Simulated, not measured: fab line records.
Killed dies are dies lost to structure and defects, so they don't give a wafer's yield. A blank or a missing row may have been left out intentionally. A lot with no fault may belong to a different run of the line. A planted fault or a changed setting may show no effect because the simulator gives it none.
Matching of chambers    flow gf180mcu    4 sister chambers for GF_STI_ETCH_14 on rie si-02
The step etches Si in HBr/Cl2/O2, target depth 360 nm, time 102.9 s. 14 wafers are shown with their chamber, then 7 later ones without.

## EACH WAFER AND ITS CHAMBER
wafer   chamber  oes product au (a.u.)  throttle valve pct (%)
L395.1  2        1.009                  25.658
L395.4  1        0.996                  25.668
L395.6  0        1.019                  25.642
L397.1  0        1.009                  25.652
L397.2  2        0.997                  25.647
L397.5  3        0.999                  25.665
L398.2  2        1.011                  25.655
L398.3  1        0.993                  25.659
L398.5  2        0.993                  25.658
L399.1  2        1.011                  25.647
L399.4  3        1.002                  25.628
L399.5  3        1.004                  25.659
L401.1  3        1.014                  25.643
L401.3  0        1.033                  25.634

SIGNATURES (means of the wafers above)
reading             chamber 0  chamber 1  chamber 2  chamber 3  scatter within a chamber
oes product au      1.02033    0.99450    1.00420    1.00475    0.00845
throttle valve pct  25.64267   25.66350   25.65300   25.64875   0.0108
Rule: distance of a wafer from a chamber = root of the sum over the readings of ((wafer's reading minus chamber's mean) / reading's scatter) squared. If the next closest chamber is less than 2 further off than the closest, the wafer can't be placed; otherwise it belongs to the closest. The scatter is the square root of a quotient: the sum, over the shown wafers, of each reading's squared deviation from its chamber's mean, divided by wafers minus chambers.

## WAFERS WITH NO CHAMBER GIVEN
wafer   oes product au (a.u.)  throttle valve pct (%)
L401.5  1.016                  25.649
L411.2  1.009                  25.658
L411.4  1.017                  25.652
L411.5  0.997                  25.656
L418.1  1.003                  25.656
L418.3  1.041                  25.633
L418.6  1.003                  25.659

## EACH ONE'S CHAMBER
wafer   from the rows above                in truth
L401.5  can't be placed: 0 or 3 or 2       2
L411.2  can't be placed: 2 or 3 or 1 or 0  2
L411.4  can't be placed: 0 or 3 or 2 or 1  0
L411.5  can't be placed: 1 or 2 or 3       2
L418.1  can't be placed: 2 or 3 or 1       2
L418.3  can't be placed: 0 or 3            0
L418.6  can't be placed: 2 or 3 or 1 or 0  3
Placed correctly: 0 of 7. Unplaceable from these rows: 7, with the true chamber sitting among the candidates in 7. Placed wrongly: 0.
